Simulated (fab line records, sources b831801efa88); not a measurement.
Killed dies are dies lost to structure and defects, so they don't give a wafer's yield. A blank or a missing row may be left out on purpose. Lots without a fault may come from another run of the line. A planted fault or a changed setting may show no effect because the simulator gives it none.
Which tool did it? | flow gf180mcu | 14 lots, 42 wafers sampled, at 4 steps of a route of 602

WHAT THE GAUGES READ, wafer by wafer
GF_STI_THK_MEAS_30. Usual: STI_OXIDATION_02_THK 10.08 nm, standard deviation 0.2.
lot  | measured    | on            | STI_OXIDATION_02_THK (nm) | flag
L118 | day 2 06:52 | film_metro-02 | 10.01 10.19 10.01         |
L119 | day 2 12:13 | film_metro-02 | 10.25 10.28 10.33         |
L120 | day 2 15:50 | film_metro-03 | 10.20 10.21 10.18         |
L123 | day 3 08:31 | film_metro-03 | 10.06 9.95 9.99           |
L124 | day 3 12:12 | film_metro-01 | 9.91 9.95 9.72            |
L125 | day 3 19:55 | film_metro-03 | 10.23 10.05 10.05         |
L126 | day 4 00:01 | film_metro-01 | 9.69 9.73 9.66            |
L128 | day 4 10:37 | film_metro-03 | 10.30 10.14 10.32         |
L129 | day 4 14:23 | film_metro-03 | 9.79 9.71 9.67            |
L130 | day 4 20:56 | film_metro-02 | 9.93 10.08 10.07          |
L138 | day 6 12:55 | film_metro-03 | 10.09 10.13 10.22         |
L139 | day 6 18:28 | film_metro-02 | 10.15 10.14 10.04         |
L140 | day 6 23:07 | film_metro-02 | 10.36 10.32 10.39         |
L141 | day 7 04:44 | film_metro-01 | 10.28 10.14 10.05         |

GF_VT_IMPLANT_TW_MEAS_21. Usual: VT_IMPLANT_2_TW 1216, standard deviation 10.
lot  | measured     | on            | VT_IMPLANT_2_TW | flag
L118 | day 6 07:39  | film_metro-04 | 1204 1209 1203  |
L119 | day 6 13:07  | film_metro-02 | 1226 1230 1227  |
L120 | day 6 19:41  | film_metro-02 | 1219 1217 1224  |
L123 | day 7 13:40  | film_metro-04 | 1209 1212 1209  |
L124 | day 7 18:57  | film_metro-04 | 1211 1215 1206  |
L125 | day 8 04:02  | film_metro-04 | 1200 1207 1206  |
L126 | day 8 09:33  | film_metro-01 | 1212 1214 1212  |
L128 | day 8 20:21  | film_metro-04 | 1204 1207 1200  |
L129 | day 9 01:39  | film_metro-01 | 1208 1210 1208  |
L130 | day 9 08:28  | film_metro-02 | 1235 1231 1231  |
L138 | day 11 10:50 | film_metro-01 | 1211 1211 1212  |
L139 | day 11 17:24 | film_metro-04 | 1205 1207 1206  |
L140 | day 12 01:15 | film_metro-01 | 1220 1211 1224  |
L141 | day 12 06:43 | film_metro-04 | 1202 1207 1203  |

GF_POLY_GATE_THK_MEAS_17. Usual: POLY_GATE_OXIDATION_THK 4.02 nm, standard deviation 0.075.
lot  | measured     | on            | POLY_GATE_OXIDATION_THK (nm) | flag
L118 | day 9 07:56  | film_metro-03 | 4.03 4.10 4.01               |
L119 | day 9 15:46  | film_metro-03 | 4.00 4.01 4.05               |
L120 | day 9 20:42  | film_metro-04 | 4.15 4.06 4.07               |
L123 | day 10 19:22 | film_metro-02 | 3.95 3.91 3.90               |
L124 | day 10 22:05 | film_metro-02 | 4.04 3.98 4.01               |
L125 | day 11 10:31 | film_metro-03 | 4.03 4.02 4.02               |
L126 | day 11 16:01 | film_metro-03 | 3.90 4.00 3.95               |
L128 | day 12 02:22 | film_metro-04 | 4.06 4.00 4.06               |
L129 | day 12 10:30 | film_metro-02 | 4.09 4.04 4.03               |
L130 | day 12 18:51 | film_metro-02 | 4.07 4.12 4.07               |
L138 | day 15 03:46 | film_metro-03 | 4.10 4.04 4.08               |
L139 | day 15 12:40 | film_metro-02 | 3.98 3.95 4.00               |
L140 | day 15 19:43 | film_metro-03 | 3.88 3.87 3.94               |
L141 | day 16 01:59 | film_metro-03 | 4.00 3.95 4.03               |

WHICH TOOL RAN EACH LOT (tool, then ch and the chambers of the sampled wafers, then the start)
lot  | GF_VT_IMPLANT_RTA_45
L118 | rtp_anneal-02 ch 0, day 7 14:43
L119 | rtp_anneal-02 ch 0, day 7 19:49
L120 | rtp_anneal-02 ch 0, day 8 03:10
L123 | rtp_anneal-02 ch 0, day 8 21:31
L124 | rtp_anneal-01 ch 0, day 9 03:21
L125 | rtp_anneal-01 ch 0, day 9 14:04
L126 | rtp_anneal-01 ch 0, day 9 19:42
L128 | rtp_anneal-01 ch 0, day 10 05:40
L129 | rtp_anneal-02 ch 0, day 10 12:57
L130 | rtp_anneal-01 ch 0, day 10 21:49
L138 | rtp_anneal-01 ch 0, day 13 01:48
L139 | rtp_anneal-02 ch 0, day 13 08:58
L140 | rtp_anneal-02 ch 0, day 13 16:55
L141 | rtp_anneal-02 ch 0, day 13 23:02
- GF_VT_IMPLANT_RTA_45: time 30 s.

WHAT THE TOOLS THEMSELVES READ (means of the sampled wafers that have a number; where no wafer has one, the mark that the record gives instead)
GF_VT_IMPLANT_RTA_45. Usual: lamp_power_pct 38.8 %, standard deviation 1.6; run_length_s 58.53 s, standard deviation 0.29; wafer_temp_C_max 1055.3, standard deviation 1.1.
lot  | tool          | lamp_power_pct (%) | run_length_s (s) | wafer_temp_C_max | flag
L118 | rtp_anneal-02 | 40.2               | 58.87            | 1056.2           |
L119 | rtp_anneal-02 | 40.2               | 58.87            | 1055.7           |
L120 | rtp_anneal-02 | 40.2               | 58.76            | 1054.7           |
L123 | rtp_anneal-02 | 40.3               | 58.78            | 1056.1           |
L124 | rtp_anneal-01 | 37.1               | 58.35            | 1055.1           |
L125 | rtp_anneal-01 | 37.1               | 58.38            | 1056.2           |
L126 | rtp_anneal-01 | 37.1               | 58.29            | 1054.8           |
L128 | rtp_anneal-01 | 36.7               | 47.72            | 1054.6           | OFF
L129 | rtp_anneal-02 | 40.3               | 58.65            | 1056.9           |
L130 | rtp_anneal-01 | 36.7               | 47.64            | 1054.2           | OFF
L138 | rtp_anneal-01 | 37.0               | 58.26            | 1054.4           |
L139 | rtp_anneal-02 | 40.2               | 58.64            | 1056.4           |
L140 | rtp_anneal-02 | 40.2               | 58.73            | 1055.6           |
L141 | rtp_anneal-02 | 40.2               | 58.90            | 1055.3           |

THE ANSWER, worked out from the rows above alone
Rule: a lot is off if the mean of its wafers that have a number lies more than 3 standard deviations from the usual mean. A lot without any number at a reading at which 4 lots or more have one is off too. The other lots that the step has rows for count as sound. The gauges are gone through in route order, then the tools' own readings, and for those a lot's mean is taken as printed above. The first step at which some lot is off is used, and at that step the reading that is off furthest; a lot without a number counts as furthest.
Off: L128, L130, at GF_VT_IMPLANT_RTA_45 (run_length_s).
A tool fits if, at that step or a process step before it, it ran every lot that is off, and no sound lot after the first of them. None of those tried fits.

WHAT THE SIMULATOR HAD PUT IN
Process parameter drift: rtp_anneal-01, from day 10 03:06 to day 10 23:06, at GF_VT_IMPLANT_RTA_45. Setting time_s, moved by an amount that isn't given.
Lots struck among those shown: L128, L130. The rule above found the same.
